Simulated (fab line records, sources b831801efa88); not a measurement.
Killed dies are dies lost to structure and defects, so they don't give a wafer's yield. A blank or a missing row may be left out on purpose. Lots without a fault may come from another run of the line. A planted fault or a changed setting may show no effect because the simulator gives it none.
fab line records | flow sky130
record lots=6 wafers=16 last_day=51
route steps=708 shown VIA1@460
lots that met no fault: from a run of the same line without faults
start_h: hours from the record's first day to the start of the lot's first wafer shown | wait_h: hours since the lot's step before | " the same as in the row above | L1.1+2: a row that stands for several wafers | - no value, or no start given | * or withheld: withheld | < > ~ a bound
route shown NAME@n: a module of which the file shows steps, and the number in the route of the first | usual: mean/standard deviation of fault-free wafers | same: alike in all rows | chamber/n: place in a boat | sites: the reading at each site | _std_site: their standard deviation | _edge_site: outer sites' mean less inner sites' | radius_mm: how far each site lies from the wafer's centre | mask NAME#n: copy n | behind: the tool/chamber that last shaped the wafer | hold: why the lot was held/for how many hours/how that ended | device: the transistor (n, p or np) that didn't switch | end of line: the same wafers' tests at the end of the route | a step without rows: its recipe alone | killed: dies lost to structure and defects at the first sort, not the wafer's yield | map: a wafer's dies, x killed, . not, _ none there
set.NAME: the setting as run; set.NAME@STEP: as run at that earlier step | model.NAME: the simulator's own value behind a step, which no gauge read
lots at some steps of the route; a table a step, a row a wafer
services: from which hour (start_h, from the record's first day; less than 0 if before it) a tool's chamber was out of use, for how many hours, and why
## steps
# step SKY_VIA1_CMP_02
# recipe material=SiO2 down_force_psi=4 platen_rpm=60 pad_velocity_m_s=0.94248
# usual motor_current_A=12.2/0.9 slurry_filter_dp_kPa=13.48/0.13
# columns lot.wafer tool chamber start_h wait_h motor_current_A slurry_filter_dp_kPa
L800.2 cmp-02 2 764.95 0.1 11.7 13.53
L800.1 " 3 " " 12.2 13.74
L800.5 " 2 " " 12.9 13.57
L806.1 cmp-01 1 810.39 0.1 13.5 13.78
L806.5 " 1 " " 13.5 13.57
L808.1 cmp-01 2 829.65 0.1 12.5 13.63
L808.5 " 2 " " 12.3 13.40
L817.2 cmp-01 1 889.06 0.1 13.8 13.43
L817.1 " 2 " " 12.8 13.50
L817.5 " 3 " " 11.3 13.30
L819.2 cmp-01 0 905.00 0.1 11.7 13.42
L819.5 " 3 " " 10.3 13.65
L819.6 " 0 " " 11.5 13.56
L823.2 cmp-01 3 960.65 0.0 11.1 13.37
L823.4 " 2 " " 12.9 13.29
L823.5 " 3 " " 11.4 13.53
# step SKY_VIA1_BOW_MEAS_03
# recipe mode=bow
# usual VIA1_BOW=80/6.7
# columns lot.wafer tool chamber start_h wait_h VIA1_BOW[um]
L800.1 film_metro-03 - 765.20 0.1 76
L800.2 " - " " 89
L800.5 " - " " 83
L806.1 film_metro-01 - 810.69 0.2 85
L806.5 " - " " 80
L808.1 film_metro-01 - 829.95 0.2 85
L808.5 " - " " 91
L817.1 film_metro-03 - 889.26 0.1 80
L817.2 " - " " 79
L817.5 " - " " 82
L819.2 film_metro-02 - 905.27 0.2 83
L819.5 " - " " 79
L819.6 " - " " 85
L823.2 film_metro-03 - 960.97 0.3 82
L823.4 " - " " 79
L823.5 " - " " 84
# step SKY_VIA1_DEHYDRATE_04
# recipe temp_c=200 time_s=60
# step SKY_VIA1_HMDS_05
# recipe prime_time_s=60 prime_temp_c=120
# step SKY_VIA1_COAT_06
# recipe resist=BARC temp_c=withheld time_s=withheld spin_rpm=3000 resist_thk_nm=60
# step SKY_VIA1_COAT_07
# recipe resist=KrF-thick spin_rpm=3000 resist_thk_nm=450
# step SKY_VIA1_SOFTBAKE_08
# recipe temp_c=100 time_s=90 resist=KrF-thick
# step SKY_VIA1_EXPOSE_09
# recipe mask_id=VIM na=0.8 source_shape=annular sigma_inner=0.55 sigma_outer=0.85 target_cd_nm=150 dose_mj=38
# step SKY_VIA1_PEB_10
# recipe peb_temp_c=withheld peb_time_s=withheld resist=KrF-thick
# step SKY_VIA1_DEVELOP_11
# recipe develop_time_s=60 resist=KrF-thick dev_temp_c=21
# step SKY_VIA1_CD_MEAS_12
# recipe target_cd_nm=150
# usual cd_nm=150.6/1.7
# columns lot.wafer tool chamber start_h wait_h cd_nm
L800.1 cd_sem-01 - 791.49 - 146.7
L800.2 " - " " 148.5
L800.5 " - " " 147.5
L806.1 cd_sem-02 - 836.60 - 150.4
L806.5 " - " " 151.7
L808.1 cd_sem-01 - 855.84 - 150.3
L808.5 " - " " 150.2
L817.1 cd_sem-01 - 914.09 - 152.4
L817.2 " - " " 152.5
L817.5 " - " " 150.8
L819.2 cd_sem-01 - 930.37 - 150.9
L819.5 " - " " 150.2
L819.6 " - " " 150.3
L823.2 cd_sem-02 - 984.11 - 151.3
L823.4 " - " " 150.8
L823.5 " - " " 152.9
# step SKY_VIA1_OVL_MEAS_13
# usual VIA1_OVL=-2/5.8
# columns lot.wafer tool chamber start_h wait_h VIA1_OVL[nm]
L800.1 overlay-02 - 791.61 0.1 -5
L800.2 " - " " -8
L800.5 " - " " 0
L806.1 overlay-02 - 836.72 0.1 -4
L806.5 " - " " 0
L808.1 overlay-01 - 855.96 0.1 -2
L808.5 " - " " -1
L817.1 overlay-02 - 914.21 0.1 -9
L817.2 " - " " -1
L817.5 " - " " -7
L819.2 overlay-02 - 930.48 0.1 -2
L819.5 " - " " -9
L819.6 " - " " -3
L823.2 overlay-01 - 984.21 0.1 8
L823.4 " - " " 8
L823.5 " - " " 6
# step SKY_VIA1_ETCH_14
# recipe chemistry=N2/H2 target=BARC ion_energy_ev=200 source_w=500 bias_w=100 pressure_mtorr=30 n2_flow_sccm=100 h2_flow_sccm=200 stop_on=SiO2 time_s=45.9 target_depth_a=600
# usual drypump_motor_current_A=5.8/0.49 oes_product_au=0.854/0.0045 run_length_s=74.2/0.48 throttle_valve_pct=13.224/0.0098
# columns lot.wafer tool chamber start_h wait_h drypump_motor_current_A oes_product_au rf_hours_counter_h run_length_s throttle_valve_pct model.KrF-thick_of_VIA1_COAT_07.thk_nm
L800.1 rie_diel-04 2 791.64 0.0 5.4 0.862 16 74.3 13.224 391.8
L800.2 " 1 " " 4.9 0.848 14 74.8 13.221 388.9
L800.5 " 0 " " 5.4 0.854 - 74.3 13.212 390.2
L806.1 rie_diel-02 3 836.76 0.0 6.4 1.003 2 66.1 13.244 398.8
L806.5 " 2 " " 5.4 0.851 - 74.3 13.250 393
L808.1 rie_diel-02 3 855.99 0.0 6.4 0.996 2 66.0 13.236 400.3
L808.5 " 1 " " 6.2 0.859 - 74.4 13.231 392.7
L817.1 rie_diel-04 2 914.24 0.0 5.4 0.858 20 74.5 13.224 391.6
L817.2 " 3 " " 5.6 0.858 10 73.9 13.219 389.2
L817.5 " 0 " " 5.3 0.862 - 74.1 13.228 390
L819.2 rie_diel-02 0 930.51 0.0 6.1 0.858 7 75.3 13.216 392.3
L819.5 " 2 " " 5.4 0.853 - 74.0 13.223 391.9
L819.6 " 1 " " 6.2 0.855 - 73.5 13.224 392.3
L823.2 rie_diel-02 2 984.24 0.0 5.4 0.856 6 74.4 13.226 392.8
L823.4 " 3 " " 6.4 0.853 - 74.2 13.227 392
L823.5 " 1 " " 6.3 0.855 - 74.0 13.234 393
# step SKY_VIA1_ETCH_15
# recipe target=SiO2 chemistry=C4F8/O2/Ar target_depth_nm=351 stop_on=TiN mask_material=KrF-thick source_w=1500 bias_w=1200 pressure_mtorr=40 c4f8_flow_sccm=withheld O2_flow_sccm=6 Ar_flow_sccm=300 time_s=54
# usual oes_product_au=0.982/0.006 run_length_s=82.3/0.48
# columns lot.wafer tool chamber start_h wait_h oes_product_au rf_hours_counter_h run_length_s model.KrF-thick_of_VIA1_COAT_07.thk_nm
L800.1 rie_diel-04 2 791.69 0.0 0.982 16 82.3 322.3
L800.2 " 1 " " 0.994 14 83.0 315.3
L800.5 " 0 " " 0.991 - 82.1 317.4
L806.1 rie_diel-02 3 836.80 0.0 0.983 2 82.1 328.2
L806.5 " 2 " " 0.989 - 82.1 322.8
L808.1 rie_diel-02 3 856.03 0.0 0.991 2 82.0 329
L808.5 " 1 " " 0.984 - 81.7 322.2
L817.1 rie_diel-04 2 914.28 0.0 0.979 20 82.7 322
L817.2 " 3 " " 0.990 10 82.2 318.5
L817.5 " 0 " " 0.988 - 82.1 318.7
L819.2 rie_diel-02 0 930.55 0.0 0.979 7 83.5 320.7
L819.5 " 2 " " 0.982 - 81.9 322
L819.6 " 1 " " 0.983 - 82.0 322.4
L823.2 rie_diel-02 2 984.29 0.0 0.981 6 82.5 322.2
L823.4 " 3 " " 0.987 - 81.9 321.5
L823.5 " 1 " " 0.984 - 82.1 322.8
# step SKY_VIA1_STRIP_16
# recipe chemistry=O2/N2 power_w=1400 pressure_mtorr=1500 platen_temp_c=withheld o2_flow_sccm=3000 n2_flow_sccm=300 overash_fraction=0.5
# usual drypump_motor_current_A=5.7/0.4 oes_product_au=0.415/0.0046 strip_time_to_endpoint_s=4.442/0.024
# columns lot.wafer tool chamber start_h wait_h drypump_motor_current_A oes_product_au rf_hours_counter_h strip_time_to_endpoint_s
L800.1 plasma_asher-01 1 791.73 0.0 6.2 0.418 67 4.449
L800.2 " 0 " " 5.3 0.423 67 4.381
L800.5 " 0 " " 5.3 0.414 - 4.424
L806.1 plasma_asher-01 0 836.85 0.0 5.3 0.422 72 4.491
L806.5 " 0 " " 5.3 0.420 - 4.455
L808.1 plasma_asher-02 0 856.08 0.0 6.2 0.430 12 4.513
L808.5 " 0 " " 6.2 0.411 - 4.452
L817.1 plasma_asher-02 0 914.33 0.0 6.3 0.414 17 4.456
L817.2 " 1 " " 5.1 0.416 17 4.415
L817.5 " 1 " " 5.1 0.414 - 4.427
L819.2 plasma_asher-01 1 930.60 0.0 6.2 0.411 82 4.438
L819.5 " 1 " " 6.2 0.412 - 4.436
L819.6 " 0 " " 5.3 0.411 - 4.472
L823.2 plasma_asher-03 1 984.33 0.0 5.6 0.419 115 4.453
L823.4 " 1 " " 5.6 0.415 - 4.436
L823.5 " 1 " " 5.6 0.415 - 4.449
## services
# columns tool chamber start_h hours kind
cmp-02 - 744.11 4.0 pm
rie_diel-04 3 745.15 2.8 repair
rie_diel-04 3 756.04 2.6 repair
plasma_asher-03 - 761.68 0.8 repair
cmp-02 - 770.27 2.5 repair
cmp-01 - 772.61 15.7 repair
rie_diel-04 2 775.56 3.5 repair
rie_diel-02 2 787.87 7.6 repair
plasma_asher-03 - 803.68 15.6 repair
rie_diel-02 0 811.91 2.8 repair
rie_diel-04 2 812.05 1.5 repair
cmp-01 - 824.60 0.7 repair
cmp-02 - 875.67 2.1 repair
plasma_asher-03 - 890.27 4.5 repair
plasma_asher-02 - 908.50 3.0 repair
rie_diel-02 - 911.60 2.8 pm
cmp-01 - 912.15 4.0 pm
cmp-01 - 929.78 1.9 repair
plasma_asher-01 - 939.41 0.7 repair
cmp-01 - 941.95 0.9 repair
rie_diel-04 0 942.80 4.1 repair
cmp-01 - 952.18 0.5 repair
rie_diel-04 3 982.81 5.2 repair
rie_diel-02 0 983.98 4.4 repair
## key
first_sign step=SKY_VIA1_ETCH_14 reading=oes_product_au direction=up sigmas=33 usual=0.854 struck=1.000
effect step=SKY_VIA1_ETCH_14 reading=run_length_s direction=down sigmas=17 usual=* struck=*
model_effect step=SKY_VIA1_ETCH_14 value=KrF-thick_of_VIA1_COAT_07.thk_nm without=391.8 struck=399.6
model_effect step=SKY_VIA1_ETCH_15 value=KrF-thick_of_VIA1_COAT_07.thk_nm without=320.8 struck=328.6
met_at SKY_VIA1_ETCH_14
struck_wafers L806.1,L808.1
sort_left_out L806.1,L808.1
fault kind=process_parameter_drift tool=rie_diel-02 chamber=- onset_h=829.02 steps=SKY_VIA1_ETCH_14 channel=time_s offset=* shape=step end_h=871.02 scope=struck_wafers_only acts_in=* stated=*
# sort_left_out: the simulated sort isn't trusted on such a fault, so these wafers' sort isn't shown, and their yield isn't known
